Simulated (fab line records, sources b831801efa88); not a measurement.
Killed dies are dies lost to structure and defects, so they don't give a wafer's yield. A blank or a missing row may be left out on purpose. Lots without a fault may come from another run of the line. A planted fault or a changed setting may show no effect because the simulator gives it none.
Chamber matching | flow sky130 | SKY_FIELD_ISO_CMP_27 on cmp-01: 4 sister chambers
The step polishes, stops on Si3N4, t overpolish 16 s, target thk 457.8 nm. 4 wafers are shown with their chamber, then 9 later ones without.

WAFERS WITH THEIR CHAMBER
wafer  | chamber | motor_current_A (A)
L708.4 | 3       | 14.0
L721.2 | 2       | 13.3
L722.5 | 1       | 12.1
L722.6 | 0       | 10.8

WAFERS WITHOUT THEIR CHAMBER
wafer  | motor_current_A (A)
L724.1 | 10.5
L724.5 | 13.8
L724.6 | 10.6
L727.2 | 14.0
L727.3 | 12.4
L727.6 | 10.7
L729.1 | 14.1
L729.3 | 10.8
L729.4 | 11.9

WHICH CHAMBER EACH WENT THROUGH
wafer  | from the rows above     | in truth
L724.1 | 0                       | 0
L724.5 | can't be placed: 3 or 2 | 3
L724.6 | 0                       | 0
L727.2 | 3                       | 3
L727.3 | 1                       | 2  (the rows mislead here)
L727.6 | 0                       | 0
L729.1 | 3                       | 3
L729.3 | 0                       | 0
L729.4 | 1                       | 1
Placed correctly: 7 of 9. Can't be placed from these rows: 1 (the true chamber is among the candidates in 1). Placed wrongly: 1.
How it was worked out, from the rows above alone: a wafer's distance from a chamber is the root of the sum, over the readings, of the square of ((its reading less the chamber's mean) divided by the reading's scatter). The wafer belongs to the nearest chamber; if the next one is less than 2 further off, it can't be placed. A chamber's mean is the mean of its shown wafers. The scatter: with one shown wafer a chamber, the root of the mean of the squares of how far each hidden wafer lies from its nearest shown one.
